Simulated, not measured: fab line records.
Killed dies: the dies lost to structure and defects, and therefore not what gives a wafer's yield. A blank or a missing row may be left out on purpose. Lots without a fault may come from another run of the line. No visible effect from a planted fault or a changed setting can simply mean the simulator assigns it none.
Chamber matching :: flow gf180mcu :: 4 sister chambers for GF_V1_CMP_04 on cmp-02
The step polishes SiO2. 8 wafers are shown with their chamber, then 7 later ones without.

== WAFERS WITH THEIR CHAMBER ==
wafer: L213.2
chamber: 2
motorCurrentA (A): 13.9
timeToEndpointS (s): 59

wafer: L214.4
chamber: 0
motorCurrentA (A): 11.4
timeToEndpointS (s): 87

wafer: L214.6
chamber: 1
motorCurrentA (A): 11.5
timeToEndpointS (s): 79

wafer: L216.1
chamber: 1
motorCurrentA (A): 12.1
timeToEndpointS (s): 81

wafer: L216.5
chamber: 3
motorCurrentA (A): 13.9
timeToEndpointS (s): 79

wafer: L216.6
chamber: 2
motorCurrentA (A): 13.8
timeToEndpointS (s): 70

wafer: L223.2
chamber: 3
motorCurrentA (A): 13.7
timeToEndpointS (s): 78

wafer: L223.4
chamber: 0
motorCurrentA (A): 11.1
timeToEndpointS (s): 84

== WAFERS MISSING THEIR CHAMBER ==
wafer: L223.5
motorCurrentA (A): 12.2
timeToEndpointS (s): 83

wafer: L225.3
motorCurrentA (A): 11.4
timeToEndpointS (s): 71

wafer: L225.5
motorCurrentA (A): 12.2
timeToEndpointS (s): 77

wafer: L225.6
motorCurrentA (A): 11.8
timeToEndpointS (s): 81

wafer: L229.2
motorCurrentA (A): 13.8
timeToEndpointS (s): 84

wafer: L229.4
motorCurrentA (A): 12.0
timeToEndpointS (s): 82

wafer: L229.6
motorCurrentA (A): 11.7
timeToEndpointS (s): 87

== EACH ONE'S CHAMBER ==
wafer: L223.5
from the rows above: 1
in truth: 1

wafer: L225.3
from the rows above: can't be placed: 1 or 0
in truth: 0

wafer: L225.5
from the rows above: 1
in truth: 1

wafer: L225.6
from the rows above: 1
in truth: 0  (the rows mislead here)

wafer: L229.2
from the rows above: 3
in truth: 3

wafer: L229.4
from the rows above: 1
in truth: 1

wafer: L229.6
from the rows above: can't be placed: 1 or 0
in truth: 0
Placed correctly: 4 of 7. Unplaceable from these rows: 2, with the true chamber sitting among the candidates in 2. 1 placed wrongly.
How it was worked out, from the rows above alone: a wafer's distance from a chamber is the root of the sum, over the readings, of the square of ((its reading less the chamber's mean) divided by the reading's scatter). If the next closest chamber is less than 2 further off than the closest, the wafer can't be placed; otherwise it belongs to the closest. The mean given for a chamber averages the wafers shown for that chamber. How the scatter is found: for the shown wafers, subtract from each reading the mean of its chamber, square and add these, divide the total by (wafers less chambers), then take the root.
